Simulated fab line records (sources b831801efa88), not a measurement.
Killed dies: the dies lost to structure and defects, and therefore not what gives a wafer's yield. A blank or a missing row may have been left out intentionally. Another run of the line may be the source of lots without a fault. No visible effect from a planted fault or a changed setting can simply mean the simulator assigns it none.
A lot that was struck, set against a sound lot :: flow sky130 :: 34 out of 708 route steps
Sound: wafers L841.1, L841.5, L841.6. Struck: wafers L847.1, L847.2, L847.6. The cause is given at the end.
Order at every step that has rows: each side's tool, ch and its chambers, its first start. Under that, the readings that differ: sound wafers :: struck wafers :: difference of the means :: sigmas: that difference in standard deviations of wafers without a fault.
alike: readings with means less than 2 such deviations apart, plus words and numbers identical on both sides. not compared: withheld readings, readings lacking a value on some wafer, bounds such as >300 that could conceal the same value, and numbers that have no deviation in the record and whose values overlap.
Wherever a step has rows on one side only, a row that says differs or no value, or a row with sigmas, the two part there. Numbers that have no deviation but don't overlap get no sigmas and don't part them. Lack of a reading on every wafer of one side parts them only where that side has two or more wafers.

first, 4 steps without rows for these wafers: SKY_METAL5_SOFTBAKE_10 (time 60 s); SKY_METAL5_EXPOSE_11 (exposes mask MM5, target cd 1600 nm); SKY_METAL5_PEB_12; SKY_METAL5_DEVELOP_13 (develop time 60 s).
SKY_METAL5_DESCUM_14: chemistry O2, time 11 s.
  sound on rieMetal-04 ch 0,1, day 45 11:15; struck on rieMetal-03 ch 0,1, day 46 17:45
  alike: drypumpMotorCurrentA, oesProductAu, rfFwdPowerW
  not compared: rfHoursCounterH
SKY_METAL5_METAL_ETCH_15: etches the open film in Cl2/BCl3, stops on SiO2, target depth 1260 nm, time 252 s.
  sound on rieMetal-04 ch 0,1, day 45 11:17; struck on rieMetal-03 ch 0,1, day 46 17:47
  alike: drypumpMotorCurrentA, oesProductAu, rfFwdPowerW, throttleValvePct
  not compared: rfHoursCounterH
SKY_METAL5_STRIP_16: strips in O2/N2.
  sound on plasmaAsher-01 ch 0,1, day 45 11:31; struck on plasmaAsher-01 ch 0,1, day 46 18:01
  alike: drypumpMotorCurrentA, oesProductAu, stripTimeToEndpointS
  not compared: rfHoursCounterH
then, 3 steps without rows for these wafers: SKY_METAL5_STRIP_17 (strips in post etch residue remover, time 1200 s); SKY_METAL5_CLEAN_18 (cleans in IPA, time 180 s); SKY_METAL5_CLEAN_19 (cleans in O3/DIW).
SKY_PASSIVATION_CVD_00: deposits SiO2, target thk 90 nm.
  sound on pecvd-01 ch 0,1,2, day 45 12:07; struck on pecvd-02 ch 0,1,2, day 46 18:38
  alike: heaterPowerW, rfFwdPowerW
SKY_PASSIVATION_THK_MEAS_01:
  struck on filmMetro-04, day 46 18:40; sound on filmMetro-02, day 45 12:08
  alike: PASSIVATION_CVD_00_THK
SKY_PASSIVATION_CVD_02: deposits Si3N4, target thk 540 nm.
  sound on pecvd-02 ch 0,1, day 45 12:11; struck on pecvd-04 ch 0,1,2, day 46 18:43
reading: rfFwdPowerW (W)
sound: 449.0 447.3 449.3
struck: 626.9 628.8 628.0
difference: +179.4
sigmas: +99 or more

reading: model.Si3N4_of_PASSIVATION_CVD_02.thkNm (nm)
sound: 547.7 539.6 557.8
struck: 598.3 588.1 599.2
difference: +46.8
sigmas: 
  alike: heaterPowerW
SKY_PASSIVATION_THK_MEAS_03:
  struck on filmMetro-03, day 46 19:10; sound on filmMetro-03, day 45 12:25
reading: PASSIVATION_CVD_02_THK (nm)
sound: 548 540 558
struck: 598 588 599
difference: +46
sigmas: +6
  not compared: hold
then, 6 steps without rows for these wafers: SKY_PASSIVATION_HMDS_05 (prime time 60 s); SKY_PASSIVATION_COAT_06 (resist thk 3000 nm); SKY_PASSIVATION_SOFTBAKE_07; SKY_PASSIVATION_EXPOSE_08 (exposes mask NSM, target cd 3000 nm); SKY_PASSIVATION_PEB_09; SKY_PASSIVATION_DEVELOP_10 (develop time 60 s).
SKY_PASSIVATION_ETCH_11: etches the open film in CF4/O2, stops on AlCu, target depth 725 nm, time 161.1 s.
  sound on rieDiel-04 ch 0,3, day 46 07:57; struck on rieDiel-04 ch 2,3, day 47 14:56
reading: oesProductAu (a.u.)
sound: 0.977 0.972 0.978
struck: 1.005 0.989 1.008
difference: +0.025
sigmas: +4

reading: model.etch.depthNm (nm)
sound: 712.3 704.9 712.6
struck: 735 720.2 740.7
difference: +22
sigmas: 

reading: model.PASSIVATION.featureDepthNm (nm)
sound: 712.3 704.9 712.6
struck: 735 720.2 740.7
difference: +22
sigmas: 
  alike: drypumpMotorCurrentA, rfFwdPowerW, throttleValvePct
  not compared: rfHoursCounterH
SKY_PASSIVATION_STRIP_12: strips in O2/N2.
  sound on plasmaAsher-01 ch 0,1, day 46 08:03; struck on plasmaAsher-01 ch 0,1, day 47 15:02
  alike: drypumpMotorCurrentA, oesProductAu, stripTimeToEndpointS
  not compared: rfHoursCounterH
then, 7 steps without rows for these wafers: SKY_PAD_OPEN_DEHYDRATE_00 (time 60 s); SKY_PAD_OPEN_HMDS_01 (prime time 60 s); SKY_PAD_OPEN_COAT_02 (resist thk 3000 nm); SKY_PAD_OPEN_SOFTBAKE_03; SKY_PAD_OPEN_EXPOSE_04 (exposes mask PDM, target cd 60000 nm); SKY_PAD_OPEN_PEB_05; SKY_PAD_OPEN_DEVELOP_06 (develop time 60 s).
SKY_PAD_OPEN_ETCH_07: etches the open film in CF4/O2, stops on AlCu, target depth 725 nm, time 161.1 s.
  sound on rieDiel-01 ch 2,3, day 47 03:50; struck on rieDiel-01 ch 1,2, day 48 09:54
  alike: drypumpMotorCurrentA, oesProductAu, rfFwdPowerW, throttleValvePct
  not compared: rfHoursCounterH, model.etch.depthNm, model.PAD_OPEN.featureDepthNm
then, 1 step without rows for these wafers: SKY_PAD_OPEN_STRIP_08 (strips in O2/N2).
SKY_PAD_OPEN_STRIP_09: strips in post etch residue remover, time 1200 s.
  sound on wetBench-01 ch 3, day 47 04:02; struck on wetBench-02 ch 3, day 48 10:06
reading: model.Si3N4_of_PASSIVATION_CVD_02.thkNm (nm)
sound: 547.4 539.2 557.4
struck: 597.9 587.7 598.8
difference: +46.8
sigmas: 
then, 1 step without rows for these wafers: SKY_PAD_OPEN_CLEAN_10 (cleans in IPA, time 180 s).
SKY_PAD_OPEN_PROBE_99:
  struck on prober-02, day 48 12:13; sound on prober-02, day 47 06:13
  alike: defectLimitedYield, killed_at_M0_to_M3, killed_at_M4_up, killedAtContacts, killedAtFrontEnd, killedAtOther, killedDies, killedOpen, killedShort

== WHERE THEY PART ==
At SKY_PASSIVATION_CVD_02 first; at SKY_PASSIVATION_ETCH_11 last (within this record only). Later steps at which nothing parts them and some readings are alike: SKY_PASSIVATION_STRIP_12, SKY_PAD_OPEN_ETCH_07, SKY_PAD_OPEN_PROBE_99.

WHY: what had been put in by the simulator
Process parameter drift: pecvd-04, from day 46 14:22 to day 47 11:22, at SKY_PASSIVATION_CVD_02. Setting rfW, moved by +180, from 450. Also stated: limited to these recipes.
